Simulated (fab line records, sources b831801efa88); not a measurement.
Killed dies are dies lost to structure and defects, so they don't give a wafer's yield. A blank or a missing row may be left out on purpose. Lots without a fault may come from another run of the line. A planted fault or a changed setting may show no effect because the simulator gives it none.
Split-lot experiment | flow sfq_line | 5 lots, 15 wafers read, on a route of 325 steps

THE SPLIT
At SFQ_TRILAYER_JJ_CE_LITHO_COAT_119 (resist thk 62 nm), the setting resist_thk_nm was moved away from the recipe's 62 nm on 7 of the 15 wafers read, by -5.2% to +5.1%. The other wafers ran this setting at the recipe's value.

FROM THE SPLIT TO THE READING: what the file shows between them, 3 steps
- SFQ_TRILAYER_JJ_CE_LITHO_COAT_114: resist thk 600 nm
- SFQ_TRILAYER_JJ_CE_LITHO_SOFTBAKE_118
- SFQ_TRILAYER_JJ_CE_METRO_MEASURE_117

THE READING
etch.depth_nm (the simulator's own value, which no gauge read), in nm, at SFQ_TRILAYER_JJ_CE_BARC_OPEN_RIE_150 (chemistry O2, target BARC, target depth 240 nm, time 80 s). The file gives no usual value for it. The 8 wafers here that ran the recipe average 61.89 nm, standard deviation 0.18 nm.

wafer  | tool, chamber at the split | resist_thk_nm as run, nm | against the recipe | etch.depth_nm, nm | against lot-mates on the recipe
L075.1 | litho_track-01, 0          | 62                       | recipe             | 62.05             | -
L075.5 | litho_track-01, 0          | 65.02                    | +4.9%              | 65.11             | +3.06
L075.6 | litho_track-01, 0          | 65.02                    | +4.9%              | 65.21             | +3.16
L080.1 | litho_track-04, 0          | 62                       | recipe             | 62.17             | -
L080.3 | litho_track-04, 0          | 59.95                    | -3.3%              | 59.98             | -2.15
L080.4 | litho_track-04, 0          | 62                       | recipe             | 62.09             | -
L080.5 | litho_track-04, 0          | 59.95                    | -3.3%              | 59.89             | -2.24
L080.6 | litho_track-04, 0          | 59.95                    | -3.3%              | 59.93             | -2.20
L082.1 | litho_track-04, 0          | 58.77                    | -5.2%              | 58.8              | no lot-mate on the recipe
L084.2 | litho_track-04, 0          | 62                       | recipe             | 61.73             | -
L084.5 | litho_track-04, 0          | 65.14                    | +5.1%              | 65.23             | +3.44
L084.6 | litho_track-04, 0          | 62                       | recipe             | 61.85             | -
L085.2 | litho_track-01, 0          | 62                       | recipe             | 61.62             | -
L085.3 | litho_track-01, 0          | 62                       | recipe             | 61.82             | -
L085.4 | litho_track-01, 0          | 62                       | recipe             | 61.81             | -

THE FIT
A straight line over all 15 wafers: etch.depth_nm changes by +0.634 nm for each +1% of resist_thk_nm; r = +1.00; the points scatter about the line by 0.17 nm.
The same after taking each lot's own level away (the mean of its wafers on the recipe; 14 wafers): +0.657 nm for each +1%; r = +1.00; scatter 0.079 nm.
On that fit, the largest move of resist_thk_nm shifts the reading by 3.4 nm.
The lots' own levels span 61.750 to 62.130 nm, that is 2.1 times the standard deviation above.
So the lot-to-lot level changes the slope little: the two slopes agree.
Check: with one of the wafers moved furthest among these (+5.1%) left out of the fit, the line predicts +3.27 nm for it against its lot-mates. It came out at +3.44 nm against them.

OTHER SPLITS ON THESE WAFERS
These wafers also went through other splits before the reading. Each is held against what the fit with the lots' levels taken away leaves over:
other split on the same wafers                   | wafers away from the commonest value | r with etch.depth_nm (lot level and that fit taken away)
SFQ_TRILAYER_I4_VIA_LITHO_COAT_103 spin_rpm      | 5                                    | -0.01
SFQ_TRILAYER_JJ_TRILAYER_DEP_SPUTTER_109 power_w | 5                                    | +0.21

THE WHOLE CHAIN: every reading that the file lists as answering this split, in the file's order
step                                 | what it does                                              | reading                                                                                       | change (the file's fit)               | r (the file's)
SFQ_TRILAYER_JJ_CE_LITHO_COAT_119    | resist thk 62 nm                                          | BARC_of_TRILAYER_JJ_CE_LITHO_COAT_119.thk_nm (the simulator's own value, which no gauge read) | +0.636 nm for each +1% of the setting | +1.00
SFQ_TRILAYER_JJ_CE_BARC_OPEN_RIE_150 | chemistry O2, target BARC, target depth 240 nm, time 80 s | etch.depth_nm (the simulator's own value, which no gauge read)                                | +0.661 nm for each +1% of the setting | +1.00

THE FILE'S OWN FIT
etch.depth_nm changes by +0.661 nm for each +1% of resist_thk_nm, r = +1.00.
